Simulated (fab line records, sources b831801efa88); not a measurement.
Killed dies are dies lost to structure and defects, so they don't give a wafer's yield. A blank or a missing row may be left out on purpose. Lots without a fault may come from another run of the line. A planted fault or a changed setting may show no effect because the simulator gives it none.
Which tool did it? | flow gf180mcu | 14 lots, 42 wafers sampled, at 4 steps of a route of 602

WHAT THE GAUGES READ, wafer by wafer
GF_M3_THK_MEAS_06: measures by xrf.
lot  | measured     | on            | M3_ALCU_THK (nm)
L227 | day 20 18:41 | film_metro-04 | 456 455 453
L228 | day 21 02:28 | film_metro-01 | 461 459 456
L230 | day 21 23:17 | film_metro-01 | 460 459 459
L232 | day 22 11:18 | film_metro-01 | 461 460 458
L235 | day 23 17:53 | film_metro-04 | 449 446 446
L237 | day 24 09:52 | film_metro-03 | 445 448 446
L238 | day 24 23:36 | film_metro-01 | 450 454 453
L239 | day 25 03:16 | film_metro-04 | 453 454 447
L240 | day 25 10:36 | film_metro-04 | 453 449 457
L241 | day 25 15:38 | film_metro-04 | 446 450 445
L246 | day 27 07:55 | film_metro-03 | 450 451 453
L247 | day 27 12:55 | film_metro-03 | 451 451 449
L248 | day 27 16:46 | film_metro-03 | 459 459 459
L249 | day 28 01:26 | film_metro-03 | 450 447 448

GF_V4_BOW_MEAS_05.
lot  | measured     | on            | V4_BOW (um)
L227 | day 23 21:44 | film_metro-02 | 141 149 139
L228 | day 24 04:29 | film_metro-04 | 125 130 136
L230 | day 25 00:11 | film_metro-04 | 125 140 133
L232 | day 25 11:57 | film_metro-01 | 136 139 156
L235 | day 26 15:48 | film_metro-01 | 129 131 131
L237 | day 27 06:13 | film_metro-02 | 154 133 133
L238 | day 27 17:59 | film_metro-02 | 131 126 129
L239 | day 27 21:38 | film_metro-01 | 140 136 142
L240 | day 28 04:26 | film_metro-01 | 130 132 135
L241 | day 28 09:25 | film_metro-02 | 129 142 134
L246 | day 29 21:38 | film_metro-04 | 138 129 138
L247 | day 30 03:08 | film_metro-02 | 151 153 154
L248 | day 30 07:40 | film_metro-01 | 127 142 130
L249 | day 30 14:55 | film_metro-04 | 137 134 140

GF_V5_THK_MEAS_01.
lot  | measured     | on            | V5_CVD_00_THK (nm)
L227 | day 26 17:09 | film_metro-01 | 299.5 299.4 301.8
L228 | day 27 00:23 | film_metro-03 | 298.4 299.5 294.6
L230 | day 27 19:04 | film_metro-02 | 300.5 299.4 302.5
L232 | day 28 05:13 | film_metro-03 | 301.0 300.5 304.1
L235 | day 29 06:31 | film_metro-01 | 300.3 295.4 301.8
L239 | day 30 11:01 | film_metro-02 | 298.7 299.1 298.7
L240 | day 30 16:10 | film_metro-03 | 298.6 296.8 302.8
L241 | day 30 20:32 | film_metro-03 | 296.5 302.3 300.2
L246 | day 32 05:16 | film_metro-03 | 302.9 302.1 305.9
L247 | day 32 10:34 | film_metro-03 | 299.1 300.6 301.1
L248 | day 32 14:36 | film_metro-02 | 303.4 301.3 299.1
L249 | day 32 21:11 | film_metro-03 | 294.1 295.8 294.7

WHICH TOOL RAN EACH LOT (tool, then ch and the chambers of the sampled wafers, then the start)
lot  | GF_V4_PEB_12
L227 | litho_track-02 ch 0, day 24 19:53
L228 | litho_track-04 ch 0, day 25 02:43
L230 | litho_track-02 ch 0, day 25 21:58
L232 | litho_track-02 ch 0, day 26 08:53
L235 | litho_track-04 ch 0, day 27 12:19
L237 | litho_track-04, day 28 02:06
L238 | litho_track-02, day 28 13:19
L239 | litho_track-04 ch 0, day 28 16:54
L240 | litho_track-01 ch 0, day 28 23:19
L241 | litho_track-01 ch 0, day 29 04:40
L246 | litho_track-02 ch 0, day 30 15:43
L247 | litho_track-01 ch 0, day 30 20:34
L248 | litho_track-02 ch 0, day 31 01:01
L249 | litho_track-02 ch 0, day 31 07:58
- GF_V4_PEB_12: peb time 90 s.

WHAT THE TOOLS THEMSELVES READ (means of the sampled wafers that have a number; where no wafer has one, the mark that the record gives instead)
GF_V4_PEB_12.
lot  | tool           | chill_plate_temp_C (C) | exhaust_pa (Pa) | resist_line_temp_C (C)
L227 | litho_track-02 | 23.01                  | 44.1            | 23.03
L228 | litho_track-04 | 22.95                  | 44.8            | 22.96
L230 | litho_track-02 | 22.94                  | 46.7            | 22.89
L232 | litho_track-02 | 23.00                  | 45.2            | 23.05
L235 | litho_track-04 | 23.00                  | 45.3            | 23.04
L237 | litho_track-04 | -                      | -               | -
L238 | litho_track-02 | -                      | -               | -
L239 | litho_track-04 | 23.03                  | 45.2            | 23.11
L240 | litho_track-01 | 23.02                  | 44.8            | 22.91
L241 | litho_track-01 | 23.09                  | 45.0            | 22.93
L246 | litho_track-02 | 22.98                  | 45.4            | 23.06
L247 | litho_track-01 | 23.00                  | 44.2            | 23.02
L248 | litho_track-02 | 22.99                  | 45.2            | 22.99
L249 | litho_track-02 | 22.98                  | 46.0            | 22.94

THE ANSWER, worked out from the rows above alone
Rule: what is usual is taken from the lots themselves. Put in order of their means at a reading, lots are off if they are a third of the lots or fewer, leave a main group of 4 or more, and stand apart from it by a gap of 3 or more times the standard deviation of the main group's means; of several such gaps the widest counts. A main group whose means are all the same, to the digits that the tables above print for the reading, isn't used. A lot without any number at a reading at which 4 lots or more have one is off too. The other lots that the step has rows for count as sound. The gauges are gone through in route order, then the tools' own readings, and for those a lot's mean is taken as printed above. The first step at which some lot is off is used, and at that step the reading that is off furthest; a lot without a number counts as furthest.
Off: L237, L238, at GF_V4_PEB_12 (chill_plate_temp_C). Without a number there: L237, L238. The main group: mean 23.00 C, standard deviation 0.037.
A tool fits if, at that step or a process step before it, it ran every lot that is off, and no sound lot after the first of them. None of those tried fits.

WHAT THE SIMULATOR HAD PUT IN
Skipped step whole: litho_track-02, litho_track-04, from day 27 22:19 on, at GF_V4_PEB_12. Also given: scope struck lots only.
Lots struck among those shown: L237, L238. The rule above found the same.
